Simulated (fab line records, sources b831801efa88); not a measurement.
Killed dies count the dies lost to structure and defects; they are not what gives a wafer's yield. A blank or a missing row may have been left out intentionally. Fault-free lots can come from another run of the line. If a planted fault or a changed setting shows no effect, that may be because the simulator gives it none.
Commonality check across tools -- flow sky130 -- 12 lots, 36 wafers sampled

WHY THIS WAS OPENED
At SKY_CONTACT_CD_MEAS_14 the reading cd_nm is flagged on 2 of 12 lots. Fault-free wafers read 169.9 nm, with a standard deviation of 1.5.
Rule: a lot gets a flag if all its wafers with a number sit over 4 standard deviations from that mean, or if no wafer of it has a number. As for the other lots, they are considered sound.

lot,measured,on,"cd_nm (nm), wafer by wafer",flag
L638,day 32 00:45,cd_sem-01,171.8 171.9 170.1,
L637,day 32 06:31,cd_sem-02,168.6 168.5 168.9,
L639,day 32 10:46,cd_sem-02,168.4 168.1 169.6,
L640,day 32 14:18,cd_sem-01,171.3 169.9 170.1,
L643,day 33 23:19,cd_sem-01,172.3 171.5 170.3,
L644,day 34 06:32,cd_sem-02,169.7 170.8 170.6,
L645,day 34 18:04,cd_sem-02,170.9 170.4 170.8,
L651,day 36 18:38,cd_sem-02,153.7 131.9 135.4,FLAGGED
L652,day 36 21:55,cd_sem-02,162.0 156.1 149.6,FLAGGED
L653,day 37 00:26,cd_sem-02,171.1 171.0 169.3,
L654,day 37 10:11,cd_sem-02,169.1 170.0 169.0,
L656,day 38 05:11,cd_sem-02,168.3 166.8 167.2,
Average over the flagged lots: 148.1 nm; offset from the usual -21.8 nm, equal to -15 standard deviations.

WHICH TOOL RAN EACH LOT
Before the reading, the record contains 2 process steps out of a 708-step route. Each cell gives the tool, then ch followed by the chambers the sampled wafers passed through, then the start.
lot,flag,SKY_LOCAL_INTERCONNECT_ETCH_13,SKY_CONTACT_EXPOSE_11
L638,,"rie_metal-02 ch 0,1, day 30 20:54","krf_scanner-02 ch 0, day 31 10:58"
L637,,"rie_metal-03 ch 1, day 31 02:02","krf_scanner-02 ch 0, day 31 16:54"
L639,,"rie_metal-01 ch 0,1, day 31 06:54","krf_scanner-01 ch 0, day 31 22:12"
L640,,"rie_metal-03 ch 1, day 31 09:57","krf_scanner-02 ch 0, day 32 01:38"
L643,,"rie_metal-02 ch 0,1, day 32 19:05","krf_scanner-01 ch 0, day 33 10:32"
L644,,"rie_metal-02 ch 0,1, day 33 02:51","krf_scanner-01 ch 0, day 33 17:05"
L645,,"rie_metal-01 ch 0, day 33 14:41","krf_scanner-01 ch 0, day 34 05:22"
L651,FLAGGED,"rie_metal-02 ch 0,1, day 35 14:35","krf_scanner-02 ch 0, day 36 04:50"
L652,FLAGGED,"rie_metal-01 ch 1, day 35 17:45","krf_scanner-02 ch 0, day 36 08:16"
L653,,"rie_metal-03 ch 0,1, day 35 19:50","krf_scanner-01 ch 0, day 36 10:41"
L654,,"rie_metal-01 ch 0, day 36 05:55","krf_scanner-01 ch 0, day 36 21:15"
L656,,"rie_metal-01 ch 0,1, day 37 00:00","krf_scanner-01 ch 0, day 37 15:16"
What the steps here do:
- SKY_LOCAL_INTERCONNECT_ETCH_13: etches BARC in N2/H2, stops on SiO2, time 45.9 s, target depth 60 nm.
- SKY_CONTACT_EXPOSE_11: exposes mask CTM1, target cd 170 nm.
- SKY_CONTACT_CD_MEAS_14: target cd 170 nm.

FLAGGED AGAINST TOTAL, ONE TOOL AT A TIME (gauges that did the reading follow at the end)
step,tool,lots run,flagged,share of the flagged lots,sound lots run after its first flagged lot
SKY_LOCAL_INTERCONNECT_ETCH_13,rie_metal-01,5,1,some,"2 (L654,L656)"
SKY_LOCAL_INTERCONNECT_ETCH_13,rie_metal-02,4,1,some,0
SKY_LOCAL_INTERCONNECT_ETCH_13,rie_metal-03,3,0,none,-
SKY_CONTACT_EXPOSE_11,krf_scanner-01,7,0,none,-
SKY_CONTACT_EXPOSE_11,krf_scanner-02,5,2,all,0
SKY_CONTACT_CD_MEAS_14,cd_sem-01,3,0,none,-
SKY_CONTACT_CD_MEAS_14,cd_sem-02,9,2,all,"3 (L653,L654,L656)"

WHAT IS ALLOWED BY THE TABLE
Table rows that saw every flagged lot: 2, namely krf_scanner-02 at SKY_CONTACT_EXPOSE_11 and cd_sem-02 at SKY_CONTACT_CD_MEAS_14.
- krf_scanner-02 at SKY_CONTACT_EXPOSE_11 ran 5 lots, 2 of them flagged. Its last sound lot is L640 (day 32 01:38), its first flagged lot L651 (day 36 04:50): a fault that began between those two fits.
- cd_sem-02 at SKY_CONTACT_CD_MEAS_14 ran 9 lots, 2 of them flagged. Sound lots ran on it after the first flagged one (L653, L654, L656), which a lasting fault on the whole tool wouldn't allow.
Left over: one tool, krf_scanner-02 at SKY_CONTACT_EXPOSE_11.

WHAT THE SIMULATOR HAD INSERTED
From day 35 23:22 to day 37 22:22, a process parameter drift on krf_scanner-02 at SKY_CONTACT_EXPOSE_11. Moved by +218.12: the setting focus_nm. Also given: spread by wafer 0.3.
Shown lots that were struck: L651, L652. The rule above reached the same finding.
